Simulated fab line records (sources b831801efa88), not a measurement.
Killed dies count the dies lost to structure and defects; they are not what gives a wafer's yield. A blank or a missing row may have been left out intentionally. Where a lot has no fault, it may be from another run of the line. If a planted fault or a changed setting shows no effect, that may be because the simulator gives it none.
fab line records	flow gf180mcu
record: lots: 5	wafers: 15	lastDay: 34
route steps=602 shown NWELL@42 LVPWELL@54
lots that met no fault: taken from a fault-free run of the same line
startH: hours from the record's first day to the start of the lot's first wafer shown	waitH: hours from the lot's prior step to this one	" repeats the value in the row above	L1.1+2: a single row standing in for several wafers	- either no value or no given start	* or withheld: withheld	< > ~ a bound
route shown NAME@n: a module of which the file shows steps, and the number in the route of the first	usual: average and standard deviation across the fault-free wafers	same: alike in all rows	chamber/n: place in a boat	sites: each site's reading	_std_site: standard deviation of those values	_edge_site: mean of outer sites minus mean of inner sites	radiusMm: how far each site lies from the wafer's centre	mask NAME#n: copy n	behind: the last tool/chamber to shape the wafer	hold: why the lot went on hold/how many hours it stayed there/how the hold came to an end	device: which transistor (n, p or np) failed to switch	end of line: tests of these same wafers at the route's end	a step given without rows: its recipe and nothing more	killed: count of dies lost to structure and defects at first sort (not the wafer's yield)	map: a wafer's dies, marking killed ones x, the rest . and places with no die _
set.NAME: setting as actually run; set.NAME@STEP: the setting as run at that earlier step	model.NAME: the simulator's own value behind a step, which no gauge read
lots seen at some steps along the route; tables by step, rows by wafer
services: when a tool's chamber went out of use (startH, in hours from the record's first day, below 0 if earlier), for how many hours, and the reason
== steps ==
step: GF_NWELL_DEHYDRATE_00
recipe: tempC: 200	timeS: 60
usual: heaterPowerTotalW: 160.37/0.11	resistLineTempC: 23.02/0.11
lot.wafer	tool	chamber	startH	waitH	heaterPowerTotalW	resistLineTempC
L075.2	lithoTrack-01	0	60.13	6.1	160.39	22.90
L075.3	"	0	"	"	160.27	22.97
L075.5	"	0	"	"	160.26	23.02
L087.1	lithoTrack-02	0	118.26	7.3	160.23	23.04
L087.4	"	0	"	"	160.53	22.82
L087.5	"	0	"	"	160.36	22.94
L088.1	lithoTrack-02	0	124.91	7.1	160.31	23.12
L088.2	"	0	"	"	160.37	23.16
L088.3	"	0	"	"	160.29	23.18
L090.4	lithoTrack-01	0	136.88	7.4	160.32	23.08
L090.5	"	0	"	"	160.55	22.98
L090.6	"	0	"	"	160.48	23.26
L094.2	lithoTrack-04	0	158.97	7.3	160.36	23.02
L094.3	"	0	"	"	160.29	22.87
L094.4	"	0	"	"	160.23	22.94
step: GF_NWELL_HMDS_01
recipe: primeTimeS: 60	primeTempC: 120
usual: resistLineTempC: 23.01/0.1
lot.wafer	tool	chamber	startH	waitH	resistLineTempC
L075.2	lithoTrack-01	0	60.28	0.1	22.86
L075.3	"	0	"	"	22.93
L075.5	"	0	"	"	22.78
L087.1	lithoTrack-02	0	118.41	0.1	22.94
L087.4	"	0	"	"	23.07
L087.5	"	0	"	"	22.96
L088.1	lithoTrack-02	0	125.06	0.1	23.08
L088.2	"	0	"	"	22.90
L088.3	"	0	"	"	22.77
L090.4	lithoTrack-01	0	137.03	0.1	23.05
L090.5	"	0	"	"	23.00
L090.6	"	0	"	"	23.13
L094.2	lithoTrack-04	0	159.12	0.1	22.80
L094.3	"	0	"	"	22.95
L094.4	"	0	"	"	22.85
step: GF_NWELL_COAT_02
recipe: spinRpm: 2000	resistThkNm: 3000
usual: resistLineTempC: 23.02/0.099
lot.wafer	tool	chamber	startH	waitH	resistLineTempC
L075.2	lithoTrack-01	0	60.43	0.1	23.14
L075.3	"	0	"	"	23.03
L075.5	"	0	"	"	23.03
L087.1	lithoTrack-02	0	118.56	0.1	22.85
L087.4	"	0	"	"	23.09
L087.5	"	0	"	"	22.94
L088.1	lithoTrack-02	0	125.21	0.1	23.09
L088.2	"	0	"	"	22.88
L088.3	"	0	"	"	22.83
L090.4	lithoTrack-01	0	137.18	0.1	23.05
L090.5	"	0	"	"	23.17
L090.6	"	0	"	"	22.99
L094.2	lithoTrack-04	0	159.27	0.1	23.10
L094.3	"	0	"	"	22.90
L094.4	"	0	"	"	22.97
step: GF_NWELL_SOFTBAKE_03
recipe: tempC: 110	timeS: withheld
usual: heaterPowerTotalW: 65.31/0.13	resistLineTempC: 23.00/0.089
lot.wafer	tool	chamber	startH	waitH	heaterPowerTotalW	resistLineTempC
L075.2	lithoTrack-01	0	60.59	0.1	65.17	23.08
L075.3	"	0	"	"	65.31	22.94
L075.5	"	0	"	"	65.51	23.13
L087.1	lithoTrack-02	0	118.71	0.1	65.37	22.92
L087.4	"	0	"	"	65.27	22.88
L087.5	"	0	"	"	65.18	23.03
L088.1	lithoTrack-02	0	125.36	0.1	65.06	23.07
L088.2	"	0	"	"	65.26	23.14
L088.3	"	0	"	"	65.20	23.05
L090.4	lithoTrack-01	0	137.36	0.1	65.56	23.00
L090.5	"	0	"	"	65.47	22.98
L090.6	"	0	"	"	65.16	22.87
L094.2	lithoTrack-04	0	159.42	0.1	65.24	22.88
L094.3	"	0	"	"	65.27	22.95
L094.4	"	0	"	"	65.53	22.97
step: GF_NWELL_EXPOSE_04
recipe: maskId: Nwell	targetCdNm: 860	na: 0.6	sourceShape: conventional	sigmaOuter: 0.6	doseMj: 260
lot.wafer	tool	chamber	startH	waitH	mask
L075.2+3+5	ilineStepper-02	0	-	-	Nwell#0
L087.1+4+5	ilineStepper-01	0	-	-	Nwell#0
L088.1+2+3	ilineStepper-02	0	-	-	Nwell#0
L090.4+5+6	ilineStepper-01	0	-	-	Nwell#0
L094.2+3+4	ilineStepper-01	0	-	-	Nwell#0
step: GF_NWELL_PEB_05
recipe: tempC: 115	timeS: withheld
usual: heaterPowerTotalW: 69.34/0.13	resistLineTempC: 23.01/0.1
lot.wafer	tool	chamber	startH	waitH	heaterPowerTotalW	resistLineTempC
L075.2	lithoTrack-04	0	-	-	69.53	23.14
L075.3	"	0	"	"	69.57	23.09
L075.5	"	0	"	"	69.31	23.08
L087.1	lithoTrack-02	0	-	-	69.43	22.83
L087.4	"	0	"	"	69.25	22.80
L087.5	"	0	"	"	69.33	22.90
L088.1	lithoTrack-02	0	-	-	69.32	23.08
L088.2	"	0	"	"	69.32	23.04
L088.3	"	0	"	"	69.39	22.85
L090.4	lithoTrack-02	0	-	-	69.25	22.95
L090.5	"	0	"	"	69.49	22.78
L090.6	"	0	"	"	69.15	23.02
L094.2	lithoTrack-04	0	-	-	69.29	23.08
L094.3	"	0	"	"	69.45	22.90
L094.4	"	0	"	"	69.37	22.89
step: GF_NWELL_DEVELOP_06
recipe: wallAngleDeg: 90	developTimeS: 60	devTempC: 23
usual: developerTempC: 22.99/0.11	resistLineTempC: 23.00/0.11
lot.wafer	tool	chamber	startH	waitH	developerTempC	resistLineTempC
L075.2	lithoTrack-04	0	-	-	22.99	22.99
L075.3	"	0	"	"	22.85	22.88
L075.5	"	0	"	"	22.91	23.05
L087.1	lithoTrack-02	0	-	-	22.90	23.10
L087.4	"	0	"	"	23.02	22.97
L087.5	"	0	"	"	22.94	23.01
L088.1	lithoTrack-02	0	-	-	22.98	22.86
L088.2	"	0	"	"	23.13	22.83
L088.3	"	0	"	"	23.10	22.95
L090.4	lithoTrack-02	0	-	-	23.04	22.95
L090.5	"	0	"	"	22.81	22.97
L090.6	"	0	"	"	22.99	22.90
L094.2	lithoTrack-04	0	-	-	22.88	22.96
L094.3	"	0	"	"	22.85	23.25
L094.4	"	0	"	"	22.99	23.02
step: GF_NWELL_OVL_MEAS_07
usual: NWELL_OVL: 1.0/1.2
lot.wafer	tool	chamber	startH	waitH	NWELL_OVL[nm]
L075.2	overlay-01	-	66.95	-	0.7
L075.3	"	-	"	"	-0.3
L075.5	"	-	"	"	0.5
L087.1	overlay-02	-	126.81	-	-0.2
L087.4	"	-	"	"	0.9
L087.5	"	-	"	"	0.8
L088.1	overlay-02	-	132.81	-	0.7
L088.2	"	-	"	"	2.5
L088.3	"	-	"	"	0.8
L090.4	overlay-02	-	144.78	-	2.8
L090.5	"	-	"	"	2.2
L090.6	"	-	"	"	2.6
L094.2	overlay-02	-	167.75	-	1.3
L094.3	"	-	"	"	0.5
L094.4	"	-	"	"	-0.2
step: GF_NWELL_IMPLANT_08
recipe: species: P	energyKev: 450	doseCm2: 1.5e+13	tiltDeg: 0
lot.wafer	tool	chamber	startH	waitH
L075.2+3+5	implanter-04	0	67.00	0.0
L087.1+4+5	implanter-03	0	126.85	0.0
L088.1+2+3	implanter-02	0	132.85	0.0
L090.4+5+6	implanter-04	0	144.87	0.1
L094.2+3+4	implanter-03	0	167.80	0.0
step: GF_NWELL_IMPLANT_09
recipe: species: P	energyKev: 160	doseCm2: 4e+12	tiltDeg: 0
lot.wafer	tool	chamber	startH	waitH
L075.2+3+5	implanter-04	0	67.15	0.1
L087.1+4+5	implanter-03	0	127.00	0.1
L088.1+2+3	implanter-02	0	133.00	0.1
L090.4+5+6	implanter-04	0	145.02	0.1
L094.2+3+4	implanter-03	0	167.95	0.1
step: GF_NWELL_STRIP_10
recipe: chemistry: O2/N2	powerW: 1400	pressureMtorr: 1500	platenTempC: 250	o2FlowSccm: 3000	n2FlowSccm: 300	overashFraction: 0.5
usual: drypumpMotorCurrentA: 5.7/0.37	heaterPowerW: 338/33	o2FlowSccm: 3000/8.7	oesProductAu: 0.723/0.0047	stripTimeToEndpointS: 36.96/0.11
lot.wafer	tool	chamber	startH	waitH	drypumpMotorCurrentA	heaterPowerW	o2FlowSccm	oesProductAu	rfHoursCounterH	stripTimeToEndpointS
L075.2	plasmaAsher-03	0	67.28	0.1	6.0	394	2994	0.722	41	36.87
L075.3	"	0	"	"	6.0	396	3009	0.719	-	36.90
L075.5	"	1	"	"	4.8	303	2998	0.725	-	36.90
L087.1	plasmaAsher-02	1	127.15	0.1	5.9	342	3016	0.722	1	37.01
L087.4	"	0	"	"	5.6	316	2998	0.729	-	36.87
L087.5	"	1	"	"	5.9	327	2994	0.713	-	36.94
L088.1	plasmaAsher-01	1	133.15	0.1	5.8	354	3012	0.717	46	37.01
L088.2	"	0	"	"	5.9	303	3000	0.720	46	37.07
L088.3	"	1	"	"	5.8	358	2993	0.723	-	37.09
L090.4	plasmaAsher-02	1	145.13	0.1	5.9	334	3017	0.728	-	36.86
L090.5	"	1	"	"	5.9	338	3015	0.719	-	36.82
L090.6	"	0	"	"	5.5	325	2987	0.727	-	36.81
L094.2	plasmaAsher-02	1	168.08	0.1	5.9	326	3018	0.727	6	37.11
L094.3	"	0	"	"	5.6	324	2998	0.722	-	37.08
L094.4	"	1	"	"	5.9	324	3011	0.723	-	37.15
step: GF_NWELL_TW_MEAS_11
usual: NWELL_TW: 1581/13
lot.wafer	tool	chamber	startH	waitH	NWELL_TW
L075.2	filmMetro-03	-	67.39	0.1	1551
L075.3	"	-	"	"	1559
L075.5	"	-	"	"	1555
L087.1	filmMetro-01	-	127.25	0.1	1591
L087.4	"	-	"	"	1599
L087.5	"	-	"	"	1600
L088.1	filmMetro-04	-	133.25	0.1	1605
L088.2	"	-	"	"	1607
L088.3	"	-	"	"	1598
L090.4	filmMetro-04	-	145.23	0.1	1595
L090.5	"	-	"	"	1603
L090.6	"	-	"	"	1597
L094.2	filmMetro-04	-	168.19	0.1	1593
L094.3	"	-	"	"	1595
L094.4	"	-	"	"	1598
step: GF_LVPWELL_DEHYDRATE_00
recipe: tempC: 200	timeS: 60
usual: heaterPowerTotalW: 160.37/0.13	resistLineTempC: 22.99/0.099
lot.wafer	tool	chamber	startH	waitH	heaterPowerTotalW	resistLineTempC
L075.2	lithoTrack-03	0	73.14	5.7	160.38	23.07
L075.3	"	0	"	"	160.18	22.96
L075.5	"	0	"	"	160.16	23.01
L087.1	lithoTrack-01	0	133.91	6.7	160.33	22.97
L087.4	"	0	"	"	160.23	23.01
L087.5	"	0	"	"	160.39	23.05
L088.1	lithoTrack-03	0	140.67	7.4	160.52	22.83
L088.2	"	0	"	"	160.39	23.07
L088.3	"	0	"	"	160.59	22.86
L090.4	lithoTrack-03	0	152.39	7.2	160.31	23.07
L090.5	"	0	"	"	160.56	22.94
L090.6	"	0	"	"	160.38	23.08
L094.2	lithoTrack-01	0	176.13	7.9	160.25	23.10
L094.3	"	0	"	"	160.50	23.04
L094.4	"	0	"	"	160.37	23.04
step: GF_LVPWELL_HMDS_01
recipe: primeTimeS: 60	primeTempC: 120
usual: resistLineTempC: 23.00/0.097
lot.wafer	tool	chamber	startH	waitH	resistLineTempC
L075.2	lithoTrack-03	0	73.29	0.1	23.08
L075.3	"	0	"	"	22.90
L075.5	"	0	"	"	22.94
L087.1	lithoTrack-01	0	134.06	0.1	23.12
L087.4	"	0	"	"	23.03
L087.5	"	0	"	"	23.06
L088.1	lithoTrack-03	0	140.82	0.1	23.12
L088.2	"	0	"	"	23.09
L088.3	"	0	"	"	22.96
L090.4	lithoTrack-03	0	152.54	0.1	23.04
L090.5	"	0	"	"	23.04
L090.6	"	0	"	"	23.01
L094.2	lithoTrack-01	0	176.28	0.1	23.07
L094.3	"	0	"	"	23.10
L094.4	"	0	"	"	23.10
== services ==
tool	chamber	startH	hours	kind
implanter-04	-	37.98	6.5	repair
ilineStepper-01	-	40.16	8.9	pm
ilineStepper-02	-	49.60	1.7	pm
implanter-03	-	50.83	4.4	pm
implanter-04	-	60.82	3.7	pm
plasmaAsher-02	-	108.75	9.0	pm
plasmaAsher-02	0	108.75	9.0	ventCycle
plasmaAsher-02	1	108.75	9.0	ventCycle
plasmaAsher-02	0	117.75	-	clean
plasmaAsher-02	1	117.75	-	clean
ilineStepper-01	-	156.24	1.7	pm
implanter-02	-	158.57	2.7	repair
implanter-02	-	161.27	13.3	pm
== key ==
fault none
